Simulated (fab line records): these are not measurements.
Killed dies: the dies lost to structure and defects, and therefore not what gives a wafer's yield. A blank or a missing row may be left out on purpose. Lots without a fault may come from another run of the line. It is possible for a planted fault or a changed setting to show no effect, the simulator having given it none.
Struck lot and sound lot, side by side ; flow sky130 ; 15 out of 708 route steps
Sound: wafers L551.3, L551.4, L551.6. Struck: wafer L558.4 (L558.2, L558.5, from the same lot, were not struck and are left out); the cause is given at the end.
Order at every step that has rows: each side's tool, ch and its chambers, its first start. Under that, the readings that differ: sound wafers ; struck wafers ; difference of the means ; sigmas: that difference in standard deviations of wafers without a fault.
alike: readings with means less than 2 such deviations apart, plus words and numbers identical on both sides. not compared: withheld readings, readings lacking a value on some wafer, bounds such as >300 that could conceal the same value, and numbers that have no deviation in the record and whose values overlap.
A row with sigmas, a row that says differs or no value, or rows on one side alone: a step with any of these is where the two part. Non-overlapping numbers with no deviation appear without sigmas and do not part them. Lack of a reading on every wafer of one side parts them only where that side has two or more wafers.

SKY_VIA4_OVL_MEAS_11:
  sound on overlay-02, day 43 08:58; struck on overlay-02, day 44 15:33
  alike: VIA4_OVL
SKY_VIA4_ETCH_12: etches SiO2 in C4F8/O2/Ar, stops on TiN, target depth 580 nm.
  sound on rieDiel-02 ch 0,3, day 43 08:59; struck on rieDiel-04 ch 2, day 44 15:35
  alike: oesProductAu
SKY_VIA4_STRIP_13: strips in O2/N2.
  sound on plasmaAsher-03 ch 0,1, day 43 09:05; struck on plasmaAsher-02 ch 1, day 44 15:39
  alike: drypumpMotorCurrentA, oesProductAu, stripTimeToEndpointS
  not compared: rfHoursCounterH
then, 4 steps without rows for these wafers: SKY_VIA4_STRIP_14 (strips in post etch residue remover, time 1200 s); SKY_VIA4_CLEAN_15 (cleans in IPA, time 180 s); SKY_VIA4_CLEAN_16 (cleans in O3/DIW); SKY_VIA4_SPUTTER_17 (material TiN, target thk 20 nm, time 80 s).
SKY_VIA4_CVD_18: deposits W, target thk 505 nm, time 152.14 s.
  sound on cvdW-01 ch 0,1, day 43 09:46; struck on cvdW-02 ch 1, day 44 16:20
  alike: chamberPressureTorr, heaterPowerW
SKY_VIA4_RS_MEAS_19: uses a four-point probe to measure.
  sound on filmMetro-02, day 43 09:54; struck on filmMetro-04, day 44 16:31
  alike: VIA4_W_RS
SKY_VIA4_THK_MEAS_20: measures by xrf.
  sound on filmMetro-02, day 43 10:00; struck on filmMetro-04, day 44 16:37
reading;sound;struck;difference;sigmas
VIA4_W_THK (nm);508 506 503;519;+13;+2
SKY_VIA4_CMP_21: polishes, stops on SiO2, t overpolish 25 s, target thk 0 nm.
  sound on cmp-02 ch 0,1, day 43 10:05; struck on cmp-01 ch 2, day 44 16:40
  alike: motorCurrentA, overpolishRunS, timeToEndpointS
then, 1 step without rows for these wafers: SKY_METAL5_SPUTTER_00 (material Ti, target thk 15 nm, time 10 s).
SKY_METAL5_SPUTTER_01: material TiN, target thk 20 nm, time 16.7 s.
  sound on pvdSputter-03, day 43 10:22; struck on pvdSputter-03, day 44 17:00
reading;sound;struck;difference;sigmas
model.TiN_of_METAL5_SPUTTER_01.thkNm (nm);19.86 19.91 20.01;21.37;+1.44;
  alike: throttleValvePct
SKY_METAL5_SPUTTER_02: material AlCu, target thk 1150 nm, time 61.2 s.
  sound on pvdSputter-03, day 43 10:23; struck on pvdSputter-03, day 44 17:01
  alike: throttleValvePct
-- the record jumps here: 3 days lie between the struck wafers' starts before and after (it left off in module METAL5 and takes up again in module PAD_OPEN, whose first step shown is number 708 of the route) --
SKY_PAD_OPEN_PROBE_99:
  only the struck wafers here have rows in the record (prober-01, day 47 12:47); the sound ones have none

## WHERE THEY PART
First at SKY_VIA4_THK_MEAS_20; last, within this record, at SKY_PAD_OPEN_PROBE_99.

WHY: what had been put in by the simulator
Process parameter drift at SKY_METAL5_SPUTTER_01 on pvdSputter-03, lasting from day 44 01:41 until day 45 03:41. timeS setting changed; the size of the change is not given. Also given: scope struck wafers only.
